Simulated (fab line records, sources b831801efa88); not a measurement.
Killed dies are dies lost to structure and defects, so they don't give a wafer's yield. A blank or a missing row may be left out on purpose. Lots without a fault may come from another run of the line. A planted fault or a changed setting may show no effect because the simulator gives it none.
A struck lot beside a sound one | flow sfq_line | 14 steps out of a route of 325
Sound: wafers L945.1, L945.2, L945.4. Struck: wafers L946.1, L946.5, L946.6. The cause comes at the end.
At each step with rows: each side's tool, then ch and its chambers, then its first start. Under that, the readings that differ: sound wafers | struck wafers | difference of the means | sigmas: that difference in standard deviations of wafers without a fault.
alike: readings whose means differ by less than 2 such deviations, and words and numbers that are the same on both sides. not compared: withheld readings, readings that some wafer has no value for, bounds like >300 that may hide the same value, and numbers for which the record gives no deviation and whose values overlap.
The two part at a step that has a row with sigmas, a row that says differs or no value, or rows on one side only. Numbers that don't overlap but have no deviation are shown without sigmas and don't part them. A reading that every wafer of one side lacks parts them only if that side has two wafers or more.

first, 6 steps without rows for these wafers: SFQ_TRILAYER_M2_LITHO_COAT_062 (resist thk 62 nm); SFQ_TRILAYER_M2_LITHO_COAT_057 (resist thk 600 nm); SFQ_TRILAYER_M2_LITHO_SOFTBAKE_061; SFQ_TRILAYER_M2_LITHO_EXPOSE_058 (exposes mask M2, target cd 500 nm); SFQ_TRILAYER_M2_LITHO_PEB_060 (peb time 60 s); SFQ_TRILAYER_M2_LITHO_DEVELOP_059 (time 60 s).
SFQ_M2_OVL_MEAS_916:
  sound on overlay-02, day 33 15:19; struck on overlay-01, day 33 17:44
  alike: M2_OVL
SFQ_TRILAYER_M2_BARC_OPEN_METAL_ETCH_077: etches BARC in O2, target depth 125 nm, time 41.7 s.
  sound on rie_metal-03 ch 0,1, day 33 15:21; struck on rie_metal-04 ch 0,1, day 33 17:46
  alike: drypump_motor_current_A, oes_product_au, rf_fwd_power_W
  not compared: rf_hours_counter_h
SFQ_TRILAYER_M2_ETCH_METAL_ETCH_060: etches Nb in Cl2/Ar, stops on SiO2, target depth 240 nm, time 120 s.
  sound on rie_metal-03 ch 0,1, day 33 15:25; struck on rie_metal-04 ch 0,1, day 33 17:49
  reading               | sound             | struck            | difference | sigmas
  oes_product_au (a.u.) | 0.910 0.898 0.892 | 0.881 0.880 0.887 | -0.017     | -2
  alike: drypump_motor_current_A, rf_fwd_power_W
  not compared: rf_hours_counter_h
SFQ_TRILAYER_M2_STRIP_STRIP_061: strips in O2.
  sound on rie_metal-03 ch 0,1, day 33 15:32; struck on rie_metal-04 ch 0,1, day 33 17:57
  alike: drypump_motor_current_A, oes_product_au
  not compared: rf_hours_counter_h
then, 1 step without rows for these wafers: SFQ_TRILAYER_M2_STRIP_SOLV_CLEAN_062 (cleans in NMP, time 600 s).
SFQ_TRILAYER_I2_DEP_PECVD_063: deposits SiO2 from SiH4/N2O, time 111.11 s, target thk 500 nm.
  sound on pecvd-02 ch 0,1, day 33 16:19; struck on pecvd-04 ch 1,2, day 33 18:43
  reading                                             | sound             | struck            | difference | sigmas
  rf_fwd_power_W (W)                                  | 182.5 182.2 183.0 | 255.3 255.0 256.4 | +73.0      | +99 or more
  showerhead_vpp_V (V)                                | 816 878 885       | 960 950 987       | +106       | +3
  model.SiO2_of_TRILAYER_I2_DEP_PECVD_063.thk_nm (nm) | 493.7 494.7 507.5 | 551.5 550.8 560.3 | +55.6      |
  alike: chamber_pressure_Torr, heater_power_w, throttle_valve_pct
  not compared: since_wet_clean_h
SFQ_TRILAYER_I2_CMP_CMP_064: polishes SiO2.
  sound on cmp-01 ch 0,1,3, day 34 12:47; struck on cmp-01 ch 1,2,3, day 34 19:47
  reading                | sound       | struck      | difference | sigmas
  time_to_endpoint_s (s) | 202 203 222 | 252 237 245 | +36        | +4
  alike: motor_current_A
SFQ_I2_BOW_MEAS_917:
  sound on film_metro-04, day 34 15:47; struck on film_metro-02, day 34 21:47
  alike: I2_BOW

WHERE THEY PART
First at SFQ_TRILAYER_M2_ETCH_METAL_ETCH_060; last, within this record, at SFQ_TRILAYER_I2_CMP_CMP_064. Later steps at which nothing parts them and some readings are alike: SFQ_I2_BOW_MEAS_917.

WHY: what the simulator had put in
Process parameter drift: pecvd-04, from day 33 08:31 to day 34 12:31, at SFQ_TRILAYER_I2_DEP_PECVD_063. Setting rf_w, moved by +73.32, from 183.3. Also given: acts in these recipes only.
